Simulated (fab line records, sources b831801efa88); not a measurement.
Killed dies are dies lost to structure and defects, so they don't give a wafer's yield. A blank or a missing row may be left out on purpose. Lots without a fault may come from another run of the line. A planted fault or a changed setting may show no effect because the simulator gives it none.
Which tool did it? | flow sky130 | 11 lots, 33 wafers sampled, at 5 steps of a route of 708

WHAT THE GAUGES READ, wafer by wafer
SKY_VT_ADJUST_LVTN_OVL_MEAS_18.
lot  | measured     | on         | VT_ADJUST_LVTN_01_OVL (nm)
L733 | day 7 22:44  | overlay-02 | 0.4 1.4 1.6
L738 | day 9 08:31  | overlay-02 | -1.1 -1.6 -1.1
L740 | day 9 15:14  | overlay-01 | 0.7 1.3 1.4
L743 | day 10 14:34 | overlay-02 | -1.5 0.1 -0.1
L745 | day 11 07:49 | overlay-01 | -0.1 -0.4 -0.6
L746 | day 11 10:20 | overlay-01 | 0.3 2.4 3.1
L747 | day 11 19:25 | overlay-01 | 0.9 2.4 2.0
L748 | day 12 02:28 | overlay-02 | 0.4 -1.9 -1.1
L749 | day 12 11:11 | overlay-01 | -0.2 1.5 -0.4
L750 | day 12 16:14 | overlay-02 | -0.5 0.6 0.3
L755 | day 14 02:26 | overlay-01 | -1.7 -0.1 -0.5

SKY_RES_PROTECT_TW_MEAS_08.
lot  | measured     | on            | POLY_GATE_TW
L733 | day 15 12:08 | film_metro-01 | 4020 4016 4003
L738 | day 17 09:17 | film_metro-02 | 4008 3995 4011
L740 | day 17 16:33 | film_metro-01 | 4014 4023 4028
L743 | day 18 22:16 | film_metro-02 | 4003 3990 3986
L745 | day 20 00:20 | film_metro-01 | 4006 4017 4050
L746 | day 20 03:41 | film_metro-01 | 4012 4014 4009
L747 | day 20 10:44 | film_metro-04 | 4085 4070 4071
L748 | day 20 17:56 | film_metro-04 | 4062 4061 4064
L749 | day 21 04:32 | film_metro-01 | 4050 4048 4056
L750 | day 21 11:41 | film_metro-04 | 4087 4094 4106
L755 | day 23 03:24 | film_metro-02 | 4021 3985 4018

SKY_POLY_GATE_THK_MEAS_21.
lot  | measured     | on            | POLY_GATE_OXIDATION_THK (nm)
L733 | day 17 00:52 | film_metro-01 | 3.96 3.98 4.08
L738 | day 18 22:48 | film_metro-01 | 3.95 3.95 3.94
L740 | day 19 06:00 | film_metro-03 | 4.02 4.03 3.94
L743 | day 20 09:07 | film_metro-01 | 3.98 3.99 4.00
L745 | day 21 10:52 | film_metro-01 | 3.99 3.95 3.91
L746 | day 21 16:10 | film_metro-02 | 3.94 3.83 3.95
L747 | day 21 20:40 | film_metro-01 | 4.81 4.85 4.78
L748 | day 22 04:01 | film_metro-01 | 4.84 4.81 4.78
L749 | day 22 14:58 | film_metro-01 | 3.98 4.06 4.04
L750 | day 22 20:11 | film_metro-01 | 4.74 4.67 4.71
L755 | day 24 13:24 | film_metro-02 | 3.90 3.80 3.83

WHICH TOOL RAN EACH LOT (tool, then ch and the chambers of the sampled wafers, then the start)
lot  | SKY_SONOS_ONO_STRIP_17               | SKY_POLY_GATE_OXIDATION_20
L733 | plasma_asher-03 ch 0,1, day 12 23:29 | furnace-02 ch 0, day 16 23:37
L738 | plasma_asher-03 ch 1, day 14 19:04   | furnace-02 ch 0, day 18 21:33
L740 | plasma_asher-03 ch 0,1, day 15 02:50 | furnace-02 ch 0, day 19 04:45
L743 | plasma_asher-03 ch 0,1, day 16 04:23 | furnace-02 ch 0, day 20 07:52
L745 | plasma_asher-03 ch 0,1, day 17 03:25 | furnace-01 ch 0, day 21 09:37
L746 | plasma_asher-02 ch 0,1, day 17 05:49 | furnace-02 ch 0, day 21 14:54
L747 | plasma_asher-04 ch 0,1, day 17 12:29 | furnace-02 ch 0, day 21 19:25
L748 | plasma_asher-02 ch 0,1, day 17 22:10 | furnace-02 ch 0, day 22 02:46
L749 | plasma_asher-04 ch 0, day 18 10:25   | furnace-01 ch 0, day 22 13:43
L750 | plasma_asher-04 ch 0, day 18 16:01   | furnace-02 ch 0, day 22 18:56
L755 | plasma_asher-04 ch 0,1, day 20 09:49 | furnace-01 ch 0, day 24 12:08
- SKY_SONOS_ONO_STRIP_17: strips in O2/N2.
- SKY_POLY_GATE_OXIDATION_20: stabilise 600 s, purge 300 s, target thk 4 nm.

WHAT THE TOOLS THEMSELVES READ (means of the sampled wafers that have a number; where no wafer has one, the mark that the record gives instead)
SKY_SONOS_ONO_STRIP_17.
lot  | tool            | chamber_pressure_mTorr (mTorr) | drypump_motor_current_A (A) | oes_product_au (a.u.) | strip_time_to_endpoint_s (s)
L733 | plasma_asher-03 | 1498.3                         | 6.5                         | 0.708                 | 14.05
L738 | plasma_asher-03 | 1500.1                         | 6.7                         | 0.711                 | 14.02
L740 | plasma_asher-03 | 1499.9                         | 6.4                         | 0.708                 | 14.11
L743 | plasma_asher-03 | 1500.1                         | 6.1                         | 0.709                 | 14.02
L745 | plasma_asher-03 | 1500.7                         | 6.4                         | 0.712                 | 14.13
L746 | plasma_asher-02 | 1500.3                         | 5.6                         | 0.708                 | 14.08
L747 | plasma_asher-04 | 1499.9                         | 5.2                         | 0.710                 | 14.09
L748 | plasma_asher-02 | 1500.1                         | 5.5                         | 0.706                 | 14.11
L749 | plasma_asher-04 | 1499.8                         | 5.2                         | 0.704                 | 14.10
L750 | plasma_asher-04 | 1500.4                         | 5.2                         | 0.711                 | 14.15
L755 | plasma_asher-04 | 1499.6                         | 5.2                         | 0.708                 | 14.07

SKY_POLY_GATE_OXIDATION_20.
lot  | tool       | spike_tc_bottom_C (C) | spike_tc_centre_C (C) | spike_tc_lower_C (C) | spike_tc_top_C (C) | spike_tc_upper_C (C) | tube_center_temp_C (C) | tube_center_temp_C_max
L733 | furnace-02 | 864.9                 | 850.9                 | 851.5                | 861.7              | 850.5                | 850                    | 852.2
L738 | furnace-02 | 864.1                 | 849.8                 | 850.5                | 859.9              | 849.2                | 850                    | 852.2
L740 | furnace-02 | 863.9                 | 850.8                 | 850.0                | 861.5              | 850.9                | 850                    | 852.2
L743 | furnace-02 | 863.8                 | 851.6                 | 850.0                | 861.8              | 850.7                | 850                    | 852.2
L745 | furnace-01 | 869.2                 | 849.9                 | 849.3                | 862.0              | 849.8                | 850                    | 852.0
L746 | furnace-02 | 863.6                 | 850.4                 | 850.7                | 861.2              | 850.1                | 850                    | 852.1
L747 | furnace-02 | 875.9                 | 862.1                 | 861.8                | 872.7              | 861.2                | 861                    | 863.4
L748 | furnace-02 | 875.0                 | 861.8                 | 861.6                | 872.5              | 862.3                | 861                    | 863.0
L749 | furnace-01 | 868.2                 | 849.2                 | 849.5                | 860.4              | 848.6                | 850                    | 851.8
L750 | furnace-02 | 874.6                 | 861.7                 | 862.2                | 872.8              | 861.4                | 861                    | 863.3
L755 | furnace-01 | 869.6                 | 848.8                 | 849.3                | 862.0              | 848.5                | 850                    | 852.0

THE ANSWER, worked out from the rows above alone
Rule: what is usual is taken from the lots themselves. Put in order of their means at a reading, lots are off if they are a third of the lots or fewer, leave a main group of 4 or more, and stand apart from it by a gap of 3 or more times the standard deviation of the main group's means; of several such gaps the widest counts. A main group whose means are all the same, to the digits that the tables above print for the reading, isn't used. A lot without any number at a reading at which 4 lots or more have one is off too. The other lots that the step has rows for count as sound. The gauges are gone through in route order, then the tools' own readings, and for those a lot's mean is taken as printed above. The first step at which some lot is off is used, and at that step the reading that is off furthest; a lot without a number counts as furthest.
Off: L747, L748, L750, at SKY_POLY_GATE_THK_MEAS_21 (POLY_GATE_OXIDATION_THK). The main group: mean 3.96 nm, standard deviation 0.057.
A tool fits if, at a process step before that reading, it ran every lot that is off, and no sound lot after the first of them. The gauges at SKY_POLY_GATE_THK_MEAS_21 aren't tried: what is off there is off at SKY_POLY_GATE_OXIDATION_20 too, on other tools, and a gauge's error can't cause that. One fits: furnace-02 at SKY_POLY_GATE_OXIDATION_20. Its last sound lot is L746 (day 21 14:54), its first lot that is off L747 (day 21 19:25): a fault that began between those two fits.
The tool's own readings at SKY_POLY_GATE_OXIDATION_20 bear it out: on the lots that are off they differ by more than 5 times the standard deviation of the sound lots' means. spike_tc_centre_C reads 861.9 C there against 850.2 C on the sound lots; spike_tc_lower_C reads 861.9 C there against 850.1 C on the sound lots; spike_tc_top_C reads 872.7 C there against 861.3 C on the sound lots; spike_tc_upper_C reads 861.6 C there against 849.8 C on the sound lots; tube_center_temp_C reads 861 C there against 850 C on the sound lots; tube_center_temp_C_max reads 863.2 there against 852.1 on the sound lots.

WHAT THE SIMULATOR HAD PUT IN
Process parameter drift: furnace-02, from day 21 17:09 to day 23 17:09, at SKY_POLY_GATE_OXIDATION_20. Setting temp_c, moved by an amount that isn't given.
Lots struck among those shown: L747, L748, L750. The rule above found the same.
